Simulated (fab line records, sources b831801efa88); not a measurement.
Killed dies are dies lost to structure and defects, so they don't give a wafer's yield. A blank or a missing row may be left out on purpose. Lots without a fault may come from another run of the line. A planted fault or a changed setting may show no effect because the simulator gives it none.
fab line records | flow sky130
record lots=24 wafers=72 last_day=50
route steps=708 shown METAL2@498 METAL3@535 METAL4@602 VIA4@640
lots that met no fault: from a run of the same line without faults
start_h: hours from the record's first day to the start of the lot's first wafer shown | wait_h: hours since the lot's step before | " the same as in the row above | L1.1+2: a row that stands for several wafers | - no value, or no start given | * or withheld: withheld | < > ~ a bound
route shown NAME@n: a module of which the file shows steps, and the number in the route of the first | usual: mean/standard deviation of fault-free wafers | same: alike in all rows | chamber/n: place in a boat | sites: the reading at each site | _std_site: their standard deviation | _edge_site: outer sites' mean less inner sites' | radius_mm: how far each site lies from the wafer's centre | mask NAME#n: copy n | behind: the tool/chamber that last shaped the wafer | hold: why the lot was held/for how many hours/how that ended | device: the transistor (n, p or np) that didn't switch | end of line: the same wafers' tests at the end of the route | a step without rows: its recipe alone | killed: dies lost to structure and defects at the first sort, not the wafer's yield | map: a wafer's dies, x killed, . not, _ none there
set.NAME: the setting as run; set.NAME@STEP: as run at that earlier step | model.NAME: the simulator's own value behind a step, which no gauge read
steps of the route over a sample of lots; a table a step, a row a wafer
services: from which hour (start_h, from the record's first day; less than 0 if before it) a tool's chamber was out of use, for how many hours, and why
## steps
# step SKY_METAL2_CD_MEAS_15
# recipe target_cd_nm=140
# usual cd_nm=140.2/1.7
# columns lot.wafer tool chamber start_h wait_h cd_nm
L074.1 cd_sem-02 - 817.04 - 136.8
L074.2 " - " " 138.1
L074.5 " - " " 140.0
L075.1 cd_sem-01 - 820.19 - 140.0
L075.4 " - " " 137.9
L075.5 " - " " 138.8
L076.1 cd_sem-01 - 837.28 - 138.8
L076.3 " - " " 139.9
L076.5 " - " " 139.5
L077.1 cd_sem-02 - 850.64 - 141.2
L077.4 " - " " 141.4
L077.5 " - " " 141.0
L079.2 cd_sem-02 - 864.61 - 138.4
L079.4 " - " " 137.7
L079.5 " - " " 139.5
L078.3 cd_sem-02 - 866.68 - 136.9
L078.4 " - " " 138.4
L078.6 " - " " 138.7
L080.1 cd_sem-01 - 876.88 - 143.9
L080.4 " - " " 142.7
L080.5 " - " " 140.9
L081.3 cd_sem-01 - 883.38 - 140.8
L081.5 " - " " 141.9
L081.6 " - " " 140.0
L082.1 cd_sem-01 - 884.53 - 139.1
L082.3 " - " " 139.1
L082.5 " - " " 137.4
L083.1 cd_sem-02 - 884.64 - 142.9
L083.5 " - " " 143.0
L083.6 " - " " 143.2
L084.1 cd_sem-01 - 897.48 - 140.7
L084.3 " - " " 141.2
L084.5 " - " " 141.9
L085.1 cd_sem-01 - 906.69 - 140.9
L085.3 " - " " 141.0
L085.4 " - " " 140.1
L086.1 cd_sem-02 - 911.26 - 137.8
L086.2 " - " " 138.6
L086.6 " - " " 139.7
L087.1 cd_sem-02 - 926.43 - 139.6
L087.2 " - " " 139.5
L087.4 " - " " 138.6
L088.2 cd_sem-02 - 928.18 - 139.3
L088.3 " - " " 138.5
L088.6 " - " " 138.8
L089.3 cd_sem-01 - 934.72 - 139.0
L089.4 " - " " 140.8
L089.5 " - " " 140.5
L090.2 cd_sem-01 - 943.96 - 142.8
L090.3 " - " " 140.5
L090.4 " - " " 140.5
L092.2 cd_sem-02 - 960.91 - 141.1
L092.5 " - " " 140.8
L092.6 " - " " 139.9
L091.2 cd_sem-01 - 966.91 - 143.1
L091.4 " - " " 143.3
L091.5 " - " " 143.3
L093.2 cd_sem-02 - 966.98 - 139.0
L093.3 " - " " 138.7
L093.5 " - " " 137.2
L094.2 cd_sem-02 - 967.90 - 142.4
L094.3 " - " " 141.6
L094.5 " - " " 140.2
L095.1 cd_sem-01 - 978.28 - 143.8
L095.2 " - " " 143.4
L095.3 " - " " 143.1
L096.1 cd_sem-01 - 981.18 - 139.5
L096.3 " - " " 140.2
L096.6 " - " " 139.1
L097.1 cd_sem-01 - 984.78 - 139.8
L097.2 " - " " 138.8
L097.4 " - " " 138.8
# step SKY_METAL2_DESCUM_17
# recipe chemistry=O2 source_power_w=150 bias_power_w=0 pressure_mtorr=10 temp_c=40 time_s=8
# usual drypump_motor_current_A=5.6/0.48 oes_product_au=0.997/0.009 rf_fwd_power_W=147.0/0.7
# columns lot.wafer tool chamber start_h wait_h drypump_motor_current_A oes_product_au rf_fwd_power_W rf_hours_counter_h
L074.1 rie_metal-02 1 817.19 0.0 5.1 1.007 146.7 8
L074.2 " 0 " " 5.3 0.985 147.7 16
L074.5 " 1 " " 5.1 1.006 147.0 -
L075.1 rie_metal-02 0 820.34 0.0 5.3 0.993 146.8 16
L075.4 " 1 " " 5.0 0.996 146.5 -
L075.5 " 1 " " 5.1 1.004 146.2 -
L076.1 rie_metal-03 1 837.44 0.0 6.5 0.987 146.4 0
L076.3 " 0 " " 5.6 1.001 147.1 -
L076.5 " 0 " " 5.5 1.010 146.7 -
L077.1 rie_metal-01 1 850.79 0.0 5.9 0.996 147.9 8
L077.4 " 1 " " 5.8 0.996 148.0 -
L077.5 " 0 " " 5.3 0.989 148.6 -
L079.2 rie_metal-03 1 864.75 0.0 6.5 0.991 146.6 -
L079.4 " 1 " " 6.5 0.994 146.9 -
L079.5 " 1 " " 6.5 0.995 146.7 -
L078.3 rie_metal-02 1 866.81 0.0 5.0 0.988 146.6 -
L078.4 " 1 " " 5.0 0.996 146.6 -
L078.6 " 1 " " 5.1 0.995 146.2 -
L080.1 rie_metal-01 0 877.04 0.0 5.3 0.997 147.8 5
L080.4 " 0 " " 5.3 0.992 148.0 -
L080.5 " 0 " " 5.3 0.985 147.7 -
L081.3 rie_metal-02 1 883.50 0.0 5.1 1.001 145.8 -
L081.5 " 0 " " 5.3 1.012 147.5 -
L081.6 " 1 " " 5.1 1.001 145.9 -
L082.1 rie_metal-03 0 884.69 0.0 5.6 1.002 147.2 1
L082.3 " 0 " " 5.6 1.007 146.6 -
L082.5 " 1 " " 6.5 0.998 146.8 -
L083.1 rie_metal-01 1 884.79 0.0 5.8 0.992 146.8 10
L083.5 " 1 " " 5.8 0.996 147.7 -
L083.6 " 0 " " 5.4 0.991 148.1 -
L084.1 rie_metal-01 1 897.64 0.0 5.9 0.997 147.1 10
L084.3 " 0 " " 5.3 1.002 147.4 -
L084.5 " 1 " " 5.8 0.986 148.3 -
L085.1 rie_metal-01 1 906.84 0.0 5.8 0.999 146.8 11
L085.3 " 1 " " 5.9 0.993 147.5 -
L085.4 " 0 " " 5.4 0.998 148.1 -
L086.1 rie_metal-02 1 911.42 0.0 5.1 1.013 146.5 13
L086.2 " 0 " " 5.3 1.005 147.1 2
L086.6 " 0 " " 5.3 1.012 147.4 -
L087.1 rie_metal-02 0 926.59 0.0 5.3 1.003 147.8 3
L087.2 " 1 " " 5.1 0.994 146.1 14
L087.4 " 1 " " 5.1 0.991 145.7 -
L088.2 rie_metal-03 0 928.32 0.0 5.5 0.998 146.7 3
L088.3 " 1 " " 6.4 0.991 146.8 -
L088.6 " 1 " " 6.4 0.997 146.7 -
L089.3 rie_metal-03 0 934.85 0.0 5.6 1.001 146.4 -
L089.4 " 1 " " 6.4 0.992 147.2 -
L089.5 " 1 " " 6.4 0.992 146.6 -
L090.2 rie_metal-01 1 944.09 0.0 5.8 1.001 146.6 11
L090.3 " 0 " " 5.4 0.985 148.4 -
L090.4 " 1 " " 5.8 1.003 146.6 -
L092.2 rie_metal-03 0 961.04 0.0 5.6 0.988 146.5 3
L092.5 " 0 " " 5.6 0.994 146.3 -
L092.6 " 1 " " 6.5 0.982 146.3 -
L091.2 rie_metal-01 1 967.04 0.0 5.8 1.016 146.0 13
L091.4 " 1 " " 5.8 1.003 146.6 -
L091.5 " 0 " " 5.4 0.998 147.7 -
L093.2 rie_metal-03 0 967.12 0.0 5.5 1.010 146.7 4
L093.3 " 0 " " 5.6 1.004 146.8 -
L093.5 " 0 " " 5.6 1.002 146.4 -
L094.2 rie_metal-02 0 968.04 0.0 5.3 1.010 147.5 4
L094.3 " 0 " " 5.3 1.002 147.6 -
L094.5 " 0 " " 5.3 1.017 147.4 -
L095.1 rie_metal-02 0 978.44 0.0 5.3 0.994 147.6 5
L095.2 " 1 " " 5.0 0.999 146.3 16
L095.3 " 1 " " 5.1 1.009 145.3 -
L096.1 rie_metal-03 0 981.34 0.0 5.5 1.015 146.2 5
L096.3 " 0 " " 5.6 1.011 145.3 -
L096.6 " 0 " " 5.6 1.007 146.8 -
L097.1 rie_metal-01 0 984.94 0.0 5.3 0.981 148.0 11
L097.2 " 0 " " 5.4 0.984 147.8 -
L097.4 " 0 " " 5.4 0.986 147.4 -
# step SKY_METAL3_SPUTTER_03
# recipe material=Ti target_thk_nm=5 power_w=3000 time_s=3.3 chamber_pressure_pa=0.4
# usual throttle_valve_pct=30.0/0.85
# columns lot.wafer tool chamber start_h wait_h throttle_valve_pct
L074.1 pvd_sputter-01 - 846.68 0.0 30.6
L074.2 " - " " 31.2
L074.5 " - " " 29.8
L075.1 pvd_sputter-02 - 849.40 0.0 28.8
L075.4 " - " " 29.1
L075.5 " - " " 29.1
L076.1 pvd_sputter-04 - 865.95 0.0 31.0
L076.3 " - " " 31.0
L076.5 " - " " 30.9
L077.1 pvd_sputter-01 - 879.20 0.0 29.8
L077.4 " - " " 29.9
L077.5 " - " " 29.8
L079.2 pvd_sputter-04 - 893.57 0.0 31.1
L079.4 " - " " 31.2
L079.5 " - " " 31.0
L078.3 pvd_sputter-01 - 895.90 0.0 30.2
L078.4 " - " " 30.6
L078.6 " - " " 30.4
L080.1 pvd_sputter-04 - 905.35 0.0 31.2
L080.4 " - " " 30.8
L080.5 " - " " 31.2
L081.3 pvd_sputter-01 - 911.30 0.0 30.4
L081.5 " - " " 30.3
L081.6 " - " " 29.9
L082.1 pvd_sputter-01 - 913.38 0.0 30.4
L082.3 " - " " 29.7
L082.5 " - " " 30.0
L083.1 pvd_sputter-02 - 913.68 0.0 29.0
L083.5 " - " " 29.3
L083.6 " - " " 28.9
L084.1 pvd_sputter-02 - 925.89 0.0 29.3
L084.3 " - " " 29.2
L084.5 " - " " 29.2
L085.1 pvd_sputter-02 - 935.01 0.0 28.6
L085.3 " - " " 29.2
L085.4 " - " " 29.1
L086.1 pvd_sputter-04 - 939.06 0.0 30.9
L086.2 " - " " 30.2
L086.6 " - " " 31.1
L087.1 pvd_sputter-01 - 954.34 0.0 31.3
L087.2 " - " " 29.9
L087.4 " - " " 30.4
L088.2 pvd_sputter-04 - 955.79 0.0 31.3
L088.3 " - " " 29.5
L088.6 " - " " 30.9
L089.3 pvd_sputter-02 - 962.59 0.0 28.9
L089.4 " - " " 29.2
L089.5 " - " " 29.0
L090.2 pvd_sputter-04 - 970.99 0.0 29.6
L090.3 " - " " 30.9
L090.4 " - " " 31.1
L092.2 pvd_sputter-01 - 987.88 0.0 29.7
L092.5 " - " " 31.2
L092.6 " - " " 30.0
L091.2 pvd_sputter-02 - 993.97 0.0 28.8
L091.4 " - " " 28.8
L091.5 " - " " 28.8
L093.2 pvd_sputter-01 - 994.27 0.0 29.6
L093.3 " - " " 29.8
L093.5 " - " " 30.7
L094.2 pvd_sputter-02 - 994.57 0.0 28.9
L094.3 " - " " 29.2
L094.5 " - " " 28.8
L095.1 pvd_sputter-01 - 1004.07 0.0 31.3
L095.2 " - " " 29.9
L095.3 " - " " 29.8
L096.1 pvd_sputter-02 - 1006.62 0.0 28.6
L096.3 " - " " 29.3
L096.6 " - " " 29.2
L097.1 pvd_sputter-04 - 1011.06 0.0 31.0
L097.2 " - " " 31.3
L097.4 " - " " 30.0
# step SKY_METAL3_CD_MEAS_13
# recipe target_cd_nm=300
# usual cd_nm=300.0/1.4
# columns lot.wafer tool chamber start_h wait_h cd_nm
L074.1 cd_sem-01 - 898.90 - 299.5
L074.2 " - " " 299.9
L074.5 " - " " 300.7
L075.1 cd_sem-02 - 902.09 - 296.0
L075.4 " - " " 296.8
L075.5 " - " " 296.1
L076.1 cd_sem-01 - 917.19 - 299.1
L076.3 " - " " 299.2
L076.5 " - " " 298.7
L077.1 cd_sem-02 - 930.90 - 302.8
L077.4 " - " " 302.0
L077.5 " - " " 302.4
L079.2 cd_sem-02 - 944.96 - 299.6
L079.4 " - " " 300.3
L079.5 " - " " 299.3
L078.3 cd_sem-02 - 945.93 - 301.2
L078.4 " - " " 301.6
L078.6 " - " " 301.8
L080.1 cd_sem-01 - 955.75 - 300.2
L080.4 " - " " 301.0
L080.5 " - " " 301.4
L081.3 cd_sem-01 - 962.09 - 302.1
L081.5 " - " " 302.4
L081.6 " - " " 303.2
L082.1 cd_sem-02 - 962.48 - 300.5
L082.3 " - " " 299.1
L082.5 " - " " 300.4
L083.1 cd_sem-01 - 963.49 - 300.6
L083.5 " - " " 299.9
L083.6 " - " " 299.6
L084.1 cd_sem-01 - 975.10 - 299.7
L084.3 " - " " 299.4
L084.5 " - " " 299.6
L085.1 cd_sem-02 - 983.59 - 298.5
L085.3 " - " " 298.5
L085.4 " - " " 298.2
L086.1 cd_sem-01 - 988.15 - 300.8
L086.2 " - " " 301.4
L086.6 " - " " 301.2
L087.1 cd_sem-02 - 1001.90 - 300.0
L087.2 " - " " 300.1
L087.4 " - " " 301.4
L088.2 cd_sem-01 - 1002.66 - 300.3
L088.3 " - " " 300.9
L088.6 " - " " 299.5
L089.3 cd_sem-02 - 1010.58 - 300.1
L089.4 " - " " 300.1
L089.5 " - " " 301.7
L090.2 cd_sem-01 - 1019.01 - 301.2
L090.3 " - " " 300.4
L090.4 " - " " 300.7
L092.2 cd_sem-01 - 1034.57 - 302.8
L092.5 " - " " 301.0
L092.6 " - " " 302.3
L091.2 cd_sem-02 - 1040.01 - 298.2
L091.4 " - " " 298.0
L091.5 " - " " 298.4
L093.2 cd_sem-02 - 1040.97 - 299.3
L093.3 " - " " 300.1
L093.5 " - " " 297.8
L094.2 cd_sem-02 - 1041.16 - 299.5
L094.3 " - " " 299.1
L094.5 " - " " 298.6
L095.1 cd_sem-01 - 1050.49 - 299.7
L095.2 " - " " 299.0
L095.3 " - " " 300.5
L096.1 cd_sem-01 - 1052.74 - 299.1
L096.3 " - " " 298.7
L096.6 " - " " 298.9
L097.1 cd_sem-02 - 1056.54 - 299.0
L097.2 " - " " 300.8
L097.4 " - " " 299.0
# step SKY_METAL4_SPUTTER_04
# recipe material=TiN target_thk_nm=70 power_w=6500 time_s=58.3 chamber_pressure_pa=0.4
# usual throttle_valve_pct=29.8/0.83
# columns lot.wafer tool chamber start_h wait_h throttle_valve_pct
L074.1 pvd_sputter-03 - 927.10 0.0 29.8
L074.2 " - " " 29.2
L074.5 " - " " 30.6
L075.1 pvd_sputter-02 - 930.73 0.0 29.1
L075.4 " - " " 28.9
L075.5 " - " " 29.2
L076.1 pvd_sputter-04 - 945.45 0.0 31.1
L076.3 " - " " 29.5
L076.5 " - " " 30.9
L077.1 pvd_sputter-03 - 958.73 0.0 30.6
L077.4 " - " " 30.6
L077.5 " - " " 30.4
L079.2 pvd_sputter-03 - 972.46 0.0 30.8
L079.4 " - " " 30.0
L079.5 " - " " 29.8
L078.3 pvd_sputter-03 - 973.95 0.0 29.0
L078.4 " - " " 30.5
L078.6 " - " " 30.5
L080.1 pvd_sputter-02 - 983.26 0.0 29.1
L080.4 " - " " 29.1
L080.5 " - " " 28.8
L081.3 pvd_sputter-02 - 991.83 0.0 28.9
L081.5 " - " " 28.9
L081.6 " - " " 29.4
L082.1 pvd_sputter-04 - 992.13 0.0 30.9
L082.3 " - " " 31.0
L082.5 " - " " 29.6
L083.1 pvd_sputter-02 - 993.09 0.0 29.3
L083.5 " - " " 28.7
L083.6 " - " " 29.3
L084.1 pvd_sputter-04 - 1001.81 0.0 30.7
L084.3 " - " " 31.0
L084.5 " - " " 29.6
L085.1 pvd_sputter-02 - 1010.31 0.0 29.4
L085.3 " - " " 29.0
L085.4 " - " " 29.1
L086.1 pvd_sputter-02 - 1016.21 0.0 29.2
L086.2 " - " " 29.2
L086.6 " - " " 29.2
L087.1 pvd_sputter-03 - 1028.34 0.0 29.8
L087.2 " - " " 29.4
L087.4 " - " " 30.8
L088.2 pvd_sputter-02 - 1029.14 0.0 29.2
L088.3 " - " " 29.1
L088.6 " - " " 28.9
L089.3 pvd_sputter-04 - 1036.44 0.0 29.7
L089.4 " - " " 31.1
L089.5 " - " " 29.7
L090.2 pvd_sputter-03 - 1044.58 0.0 30.3
L090.3 " - " " 30.3
L090.4 " - " " 29.9
L092.2 pvd_sputter-02 - 1059.72 0.0 28.5
L092.5 " - " " 29.1
L092.6 " - " " 29.2
L091.2 pvd_sputter-02 - 1064.89 0.0 29.2
L091.4 " - " " 29.1
L091.5 " - " " 29.1
L093.2 pvd_sputter-04 - 1066.44 0.0 31.0
L093.3 " - " " 29.7
L093.5 " - " " 31.3
L094.2 pvd_sputter-03 - 1066.81 0.0 30.3
L094.3 " - " " 30.5
L094.5 " - " " 30.7
L095.1 pvd_sputter-03 - 1075.33 0.0 30.6
L095.2 " - " " 29.2
L095.3 " - " " 30.5
L096.1 pvd_sputter-04 - 1077.78 0.0 31.0
L096.3 " - " " 31.3
L096.6 " - " " 31.2
L097.1 pvd_sputter-02 - 1081.20 0.0 29.2
L097.2 " - " " 28.9
L097.4 " - " " 28.8
# step SKY_VIA4_THK_MEAS_01
# recipe reads=SiO2_of_VIA4_HDPCVD_00
# usual VIA4_HDPCVD_THK=1747/18
# columns lot.wafer tool chamber start_h wait_h VIA4_HDPCVD_THK[nm]
L074.1 film_metro-01 - 978.60 0.1 1718
L074.2 " - " " 1739
L074.5 " - " " 1734
L075.1 film_metro-03 - 981.77 0.1 1731
L075.4 " - " " 1709
L075.5 " - " " 1712
L076.1 film_metro-02 - 994.85 0.1 1733
L076.3 " - " " 1749
L076.5 " - " " 1755
L077.1 film_metro-01 - 1008.44 0.1 1737
L077.4 " - " " 1731
L077.5 " - " " 1722
L079.2 film_metro-03 - 1021.08 0.1 1742
L079.4 " - " " 1759
L079.5 " - " " 1766
L078.3 film_metro-03 - 1022.42 0.1 1761
L078.4 " - " " 1757
L078.6 " - " " 1731
L080.1 film_metro-03 - 1031.65 0.1 1749
L080.4 " - " " 1775
L080.5 " - " " 1730
L081.3 film_metro-03 - 1038.05 0.1 1763
L081.5 " - " " 1748
L081.6 " - " " 1765
L082.1 film_metro-02 - 1039.30 0.1 1766
L082.3 " - " " 1779
L082.5 " - " " 1777
L083.1 film_metro-02 - 1040.29 0.1 1748
L083.5 " - " " 1753
L083.6 " - " " 1767
L084.1 film_metro-02 - 1048.05 0.1 1775
L084.3 " - " " 1767
L084.5 " - " " 1724
L085.1 film_metro-02 - 1056.45 0.2 1752
L085.3 " - " " 1768
L085.4 " - " " 1760
L086.1 film_metro-03 - 1062.50 0.1 1753
L086.2 " - " " 1758
L086.6 " - " " 1732
L087.1 film_metro-02 - 1073.26 0.1 1794
L087.2 " - " " 1795
L087.4 " - " " 1795
L088.2 film_metro-01 - 1075.25 0.1 1740
L088.3 " - " " 1730
L088.6 " - " " 1754
L089.3 film_metro-03 - 1082.56 0.1 1709
L089.4 " - " " 1733
L089.5 " - " " 1729
L090.2 film_metro-02 - 1089.52 0.1 1777
L090.3 " - " " 1754
L090.4 " - " " 1751
L092.2 film_metro-03 - 1102.97 0.1 1714
L092.5 " - " " 1728
L092.6 " - " " 1753
L091.2 film_metro-03 - 1107.16 0.1 1753
L091.4 " - " " 1740
L091.5 " - " " 1758
L093.2 film_metro-01 - 1109.60 0.1 1732
L093.3 " - " " 1736
L093.5 " - " " 1756
L094.2 film_metro-03 - 1110.31 0.1 1734
L094.3 " - " " 1729
L094.5 " - " " 1730
L095.1 film_metro-01 - 1116.82 0.1 1745
L095.2 " - " " 1713
L095.3 " - " " 1745
L096.1 film_metro-03 - 1121.16 0.1 1762
L096.3 " - " " 1725
L096.6 " - " " 1740
L097.1 film_metro-02 - 1123.94 0.1 1765
L097.2 " - " " 1766
L097.4 " - " " 1741
## services
# columns tool chamber start_h hours kind
rie_metal-02 1 798.45 5.3 repair
pvd_sputter-04 - 799.44 1.1 repair
pvd_sputter-02 - 808.58 2.4 repair
pvd_sputter-04 - 820.51 9.1 repair
rie_metal-01 - 829.91 14.6 pm
pvd_sputter-02 - 847.72 1.0 repair
rie_metal-01 1 854.97 1.0 repair
pvd_sputter-04 - 862.87 2.7 repair
rie_metal-02 - 870.41 2.1 repair
pvd_sputter-03 - 902.39 0.8 repair
pvd_sputter-03 - 904.13 4.3 repair
rie_metal-01 1 909.09 22.4 repair
pvd_sputter-03 - 915.63 1.9 repair
pvd_sputter-01 - 933.67 6.5 repair
rie_metal-02 - 939.40 0.8 repair
rie_metal-02 - 941.51 9.8 repair
rie_metal-03 0 945.59 14.8 repair
pvd_sputter-01 - 960.15 14.7 repair
rie_metal-01 1 977.83 9.0 repair
pvd_sputter-03 - 991.09 14.2 repair
pvd_sputter-02 - 995.21 2.4 repair
pvd_sputter-01 - 1019.29 1.2 repair
pvd_sputter-02 - 1046.65 12.6 repair
pvd_sputter-01 - 1059.15 1.0 repair
## key
fault none
